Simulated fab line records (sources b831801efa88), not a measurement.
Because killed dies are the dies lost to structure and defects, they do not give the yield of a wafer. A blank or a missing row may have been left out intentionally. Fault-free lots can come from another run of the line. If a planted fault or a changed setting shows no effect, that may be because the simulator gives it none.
Which tool is to blame? | flow sky130 | 10 lots, 30 wafers sampled, at 6 steps of a route of 708

## WHAT THE GAUGES READ, wafer by wafer
SKY_SD_P_CD_MEAS_07 targets a cd of 380 nm. Usual: cd_nm at 379.6 nm, with a standard deviation of 2.8.
lot  | measured     | on        | cd_nm (nm)        | flag
L893 | day 26 04:26 | cd_sem-01 | 386.8 384.5 385.6 |
L894 | day 26 09:52 | cd_sem-02 | 381.0 380.5 376.7 |
L903 | day 29 19:20 | cd_sem-01 | 384.2 384.1 380.4 |
L905 | day 31 01:14 | cd_sem-02 | 378.2 381.1 379.6 |
L907 | day 31 05:30 | cd_sem-01 | 381.3 381.3 381.0 |
L906 | day 31 07:06 | cd_sem-02 | 381.2 382.9 381.6 |
L909 | day 31 21:57 | cd_sem-01 | 382.8 385.6 383.4 |
L911 | day 32 12:20 | cd_sem-01 | 379.1 380.6 378.6 |
L912 | day 32 18:24 | cd_sem-02 | 374.9 376.9 378.8 |
L913 | day 33 00:47 | cd_sem-02 | 381.9 383.1 382.0 |

SKY_SD_N_RS_MEAS_18: measures by four-point-probe. Usual: RES_XHIGH_RS gives 333.1 ohm/sq (standard deviation 1.3).
lot  | measured     | on            | RES_XHIGH_RS (ohm/sq) | flag
L893 | day 28 15:45 | film_metro-02 | 334.3 334.4 333.2     |
L894 | day 28 20:22 | film_metro-04 | 334.1 335.0 334.3     |
L903 | day 32 03:24 | film_metro-04 | 334.4 334.0 332.8     |
L905 | day 33 07:46 | film_metro-04 | 333.8 333.8 334.3     |
L907 | day 33 11:50 | film_metro-03 | 332.1 333.6 333.2     |
L906 | day 33 14:52 | film_metro-02 | 332.2 332.6 331.0     |
L909 | day 34 05:22 | film_metro-02 | 334.8 334.9 335.3     |
L911 | day 34 18:11 | film_metro-03 | 333.2 333.2 334.7     |
L912 | day 35 00:41 | film_metro-04 | 334.8 336.7 334.3     |
L913 | day 35 05:58 | film_metro-04 | 333.0 334.0 334.1     |

SKY_LI_CONTACT_CD_MEAS_12 targets a cd of 170 nm. Usual: cd_nm at 169.7 nm, with a standard deviation of 1.6.
lot  | measured     | on        | cd_nm (nm)        | flag
L893 | day 29 20:32 | cd_sem-02 | 172.0 173.4 172.6 |
L894 | day 30 01:02 | cd_sem-01 | 170.3 171.3 169.5 |
L903 | day 33 07:52 | cd_sem-01 | 167.0 166.7 167.2 |
L905 | day 34 10:34 | cd_sem-01 | 169.8 169.2 168.7 |
L907 | day 34 15:19 | cd_sem-01 | 171.0 171.4 172.5 |
L906 | day 34 17:35 | cd_sem-02 | 167.7 167.8 168.9 |
L909 | day 35 08:40 | cd_sem-01 | 170.4 167.9 171.5 |
L911 | day 35 21:53 | cd_sem-01 | 169.8 169.6 171.2 |
L912 | day 36 03:02 | cd_sem-02 | 170.5 169.7 169.3 |
L913 | day 36 08:16 | cd_sem-01 | 171.3 171.0 170.5 |

SKY_METAL5_RS_MEAS_05: measures by four-point-probe. Usual: METAL5_ALCU_RS gives 0.02713 ohm/sq (standard deviation 0.00026).
lot  | measured     | on            | METAL5_ALCU_RS (ohm/sq) | flag
L893 | day 43 14:47 | film_metro-02 | 0.02723 0.02676 0.02708 |
L894 | day 43 15:54 | film_metro-04 | 0.02693 0.02715 0.02713 |
L903 | day 46 03:37 | film_metro-04 | 0.02745 0.02745 0.02758 |
L905 | day 47 02:23 | film_metro-04 | 0.02749 0.02747 0.02752 |
L907 | day 47 08:35 | film_metro-04 | 0.02744 0.0332 0.02727  | OFF
L906 | day 47 10:21 | film_metro-02 | 0.02711 0.02677 0.02677 |
L909 | day 47 19:40 | film_metro-02 | 0.02719 0.02703 0.02722 |
L911 | day 48 07:28 | film_metro-01 | 0.03244 0.02695 0.03233 | OFF
L912 | day 48 10:28 | film_metro-02 | 0.02748 0.03332 0.02733 | OFF
L913 | day 48 14:35 | film_metro-02 | 0.02699 0.02726 0.02705 |

SKY_METAL5_THK_MEAS_06: measures by xrf. Usual: METAL5_ALCU_THK gives 1144 nm (standard deviation 12).
lot  | measured     | on            | METAL5_ALCU_THK (nm) | flag
L893 | day 43 14:55 | film_metro-02 | 1128 1149 1143       |
L894 | day 43 16:01 | film_metro-04 | 1152 1149 1138       |
L903 | day 46 03:43 | film_metro-04 | 1136 1137 1128       |
L905 | day 47 02:31 | film_metro-04 | 1138 1142 1140       |
L907 | day 47 08:42 | film_metro-04 | 1144 980 1146        | OFF
L906 | day 47 10:26 | film_metro-02 | 1135 1148 1147       |
L909 | day 47 19:46 | film_metro-02 | 1140 1140 1136       |
L911 | day 48 07:35 | film_metro-01 | 997 1142 996         | OFF
L912 | day 48 10:35 | film_metro-02 | 1133 965 1132        | OFF
L913 | day 48 14:43 | film_metro-02 | 1152 1130 1147       |

## WHAT TOOL EACH LOT RAN ON (gives the tool, then ch and the chambers of the sampled wafers, and finally the start)
lot  | SKY_METAL5_SPUTTER_02
L893 | pvd_sputter-01, day 43 14:40
L894 | pvd_sputter-03, day 43 15:46
L903 | pvd_sputter-03, day 46 03:28
L905 | pvd_sputter-03, day 47 02:16
L907 | pvd_sputter-03, day 47 08:28
L906 | pvd_sputter-01, day 47 10:10
L909 | pvd_sputter-04, day 47 19:31
L911 | pvd_sputter-03, day 48 07:22
L912 | pvd_sputter-03, day 48 10:20
L913 | pvd_sputter-01, day 48 14:28
- SKY_METAL5_SPUTTER_02: material AlCu, target thk 1150 nm, time 61.2 s.

## AS READ BY THE TOOLS THEMSELVES (means over the sampled wafers that have a number; for cases with no such wafer, the mark the record gives instead)
SKY_METAL5_SPUTTER_02. Usual: throttle_valve_pct at 30.4 %, with a standard deviation of 1.3.
lot  | tool           | throttle_valve_pct (%) | flag
L893 | pvd_sputter-01 | 29.2                   |
L894 | pvd_sputter-03 | 29.9                   |
L903 | pvd_sputter-03 | 31.5                   |
L905 | pvd_sputter-03 | 31.5                   |
L907 | pvd_sputter-03 | 30.7                   |
L906 | pvd_sputter-01 | 29.4                   |
L909 | pvd_sputter-04 | 31.4                   |
L911 | pvd_sputter-03 | 29.9                   |
L912 | pvd_sputter-03 | 30.1                   |
L913 | pvd_sputter-01 | 29.7                   |

## THE ANSWER, worked out from the rows above alone
Rule: take the mean of a lot's wafers that have a number; if it is more than 3 standard deviations from the usual mean, the lot is off. Also off: a lot with no number at a reading for which 4 or more lots have one. All remaining lots with rows at the step are treated as sound. After the gauges, taken in route order, come the tools' own readings; for these a lot's mean is taken, as printed above. At the first step where some lot is off, the reading lying furthest off is the one used; lots without a number count as furthest.
Off: L907, L911, L912, seen at SKY_METAL5_RS_MEAS_05 (METAL5_ALCU_RS).
If a tool, at a process step before that reading, ran all the lots that are off and no sound lot after the first of them, it fits. Gauges at SKY_METAL5_RS_MEAS_05: tried the same way as those tools. One fits: SKY_METAL5_SPUTTER_02 on pvd_sputter-03. Its last sound lot is L905 (day 47 02:16), its first lot that is off L907 (day 47 08:28): a fault that began between those two fits.

## WHAT WAS PUT IN BY THE SIMULATOR
Site profile drift: pvd_sputter-03, from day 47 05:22 on, at SKY_METAL5_SPUTTER_02. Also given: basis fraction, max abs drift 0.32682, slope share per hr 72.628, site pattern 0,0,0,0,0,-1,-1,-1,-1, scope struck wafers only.
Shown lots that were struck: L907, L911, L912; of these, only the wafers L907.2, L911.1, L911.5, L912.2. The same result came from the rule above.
